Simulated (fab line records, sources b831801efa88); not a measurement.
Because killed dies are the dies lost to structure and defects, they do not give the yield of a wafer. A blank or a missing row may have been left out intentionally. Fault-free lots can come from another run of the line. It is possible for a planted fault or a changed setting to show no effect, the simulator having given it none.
Which tool was responsible?	flow gf180mcu	at 1 step of a route of 602, 13 lots with 39 wafers sampled

## WHAT EACH GAUGE READ, for each wafer
GF_CONTACT_OVL_MEAS_15.
lot	measured	on	CONTACT_OVL (nm)
L682	day 16 09:17	overlay-01	-1 -4 -4
L683	day 16 18:48	overlay-01	-10 -11 -11
L684	day 17 04:40	overlay-01	-8 7 3
L685	day 17 08:48	overlay-01	-1 0 0
L686	day 17 23:07	overlay-01	-18 -29 -16
L687	day 18 09:19	overlay-02	6 9 3
L691	day 20 01:46	overlay-02	6 10 7
L692	day 20 04:19	overlay-01	-6 -5 0
L693	day 20 14:12	overlay-01	-16 -7 -4
L694	day 20 21:43	overlay-02	-14 -7 -6
L696	day 21 21:53	overlay-02	-11 -8 -10
L698	day 22 13:10	overlay-02	-1 -4 3
L704	day 24 03:37	overlay-02	-7 5 -1

## WHAT TOOL EACH LOT RAN ON (gives the tool, then ch and the chambers of the sampled wafers, and finally the start)
There is no process step in the record ahead of these readings.

## WHAT THE TOOLS THEMSELVES READ (means of the sampled wafers that have a number; where no wafer has one, the mark that the record gives instead)
The record holds no such reading with a usual standard deviation.

## THE ANSWER, worked out from the rows above alone
Rule: what is usual is taken from the lots themselves. Put in order of their means at a reading, lots are off if they are a third of the lots or fewer, leave a main group of 4 or more, and stand apart from it by a gap of 3 or more times the standard deviation of the main group's means; of several such gaps the widest counts. Not used: any main group whose means are identical at the precision the tables above print for the reading. A lot without any number at a reading at which 4 lots or more have one is off too. All remaining lots with rows at the step are treated as sound. First the gauges in route order, then the tools' own readings, where a lot's mean is used as printed above. At the first step where some lot is off, the reading lying furthest off is the one used; lots without a number count as furthest.
No lot is off on any of the readings shown, so nothing can be concluded from this.

## WHAT THE SIMULATOR HAD PUT IN
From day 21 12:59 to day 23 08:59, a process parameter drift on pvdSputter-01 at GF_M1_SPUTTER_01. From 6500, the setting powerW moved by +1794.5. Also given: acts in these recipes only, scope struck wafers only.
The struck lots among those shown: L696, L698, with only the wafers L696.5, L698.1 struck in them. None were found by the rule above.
